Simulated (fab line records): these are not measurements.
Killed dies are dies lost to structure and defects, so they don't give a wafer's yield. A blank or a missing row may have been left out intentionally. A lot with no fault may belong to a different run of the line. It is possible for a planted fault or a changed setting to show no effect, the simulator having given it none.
The same fault as seen by 2 desks -- flow sky130 -- numbers are kept per desk, each desk with only its own; the story behind them comes last

## AT THE TOOL OWNER'S DESK: pvd sputter-04
The tool's own readings at SKY_LOCAL_INTERCONNECT_SPUTTER_00 (material TiN, target thk 100 nm, time 83.3 s): means of the sampled wafers that have a number, for each lot that ran on this tool. If a lot's mean is further than 4 standard deviations from the usual mean, the lot is out of limits and carries the mark OUT (the distance appears in the brackets).
Columns: A = susceptor temp C at SKY_LOCAL_INTERCONNECT_SPUTTER_00, usual 299.97 C; B = throttle valve pct at SKY_LOCAL_INTERCONNECT_SPUTTER_00, usual 29.8 %
lot,first seen here,A,B
L192,day 29 04:59,299.77,30.8
L204,day 33 08:53,299.97,31.0
L206,day 34 06:55,299.98,30.1
L208,day 34 12:41,300.12,30.9
Finding of this desk: none of the 4 lots has anything out of limits.

## THE METROLOGY DESK
What the gauges read, lot by lot, whatever tool the lot ran on: means of the sampled wafers that have a number. If a lot's mean is further than 4 standard deviations from the usual mean, the lot is out of limits and carries the mark OUT (the distance appears in the brackets).
Columns: A = SPACER_CVD_00_THK at SKY_SPACER_THK_MEAS_01, usual 42.9 nm; B = LOCAL_INTERCONNECT_TIN_RS at SKY_LOCAL_INTERCONNECT_RS_MEAS_01, usual 14.15 ohm/sq; C = LOCAL_INTERCONNECT_TIN_THK at SKY_LOCAL_INTERCONNECT_THK_MEAS_02, usual 101.3 nm; D = CONTACT_OVL at SKY_CONTACT_OVL_MEAS_15, usual 0 nm
lot,first seen here,A,B,C,D
L192,day 22 21:32,43.5,14.17,101.0,4
L195,day 23 23:38,42.4,13.97,102.7,6
L196,day 24 10:57,42.6,14.24,100.9,2
L197,day 24 15:04,43.4,13.94,103.0,1
L204,day 27 10:34,42.4,11.77 (-18) OUT,121.5 (+18) OUT,-1
L206,day 28 10:01,42.8,11.98 (-17) OUT,118.9 (+16) OUT,-1
L208,day 28 15:39,42.5,11.97 (-17) OUT,119.5 (+17) OUT,6
L211,day 29 19:15,43.1,14.19,100.3,0
L212,day 30 03:14,43.2,14.16,100.6,-5
L213,day 30 10:26,43.7,14.06,101.2,6
L215,day 31 07:32,42.9,14.21,101.1,7
This desk reports L204, L206, L208 out of limits; the earliest was L204 at day 33 08:58 (LOCAL_INTERCONNECT_TIN_RS at SKY_LOCAL_INTERCONNECT_RS_MEAS_01). L192, L195, L196, L197, L211, L212, L213, L215 stayed within limits.

## ALL TOGETHER
The metrology desk could have raised an alarm at day 33 08:58, on L204, L206, L208.
Nothing out of limits was seen by the tool owner's desk.
The tool owner's desk has L204, L206, L208 on record, within its limits.
SKY_LOCAL_INTERCONNECT_SPUTTER_00 was run on pvd sputter-04 by each of the lots named.

## WHAT WAS PUT IN BY THE SIMULATOR
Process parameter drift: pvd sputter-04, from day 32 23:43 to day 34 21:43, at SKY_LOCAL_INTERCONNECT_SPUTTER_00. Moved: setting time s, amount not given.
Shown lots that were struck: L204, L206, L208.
Per desk, hours elapsed from the start of the fault to the first reading out of limits: for the metrology desk, 9.
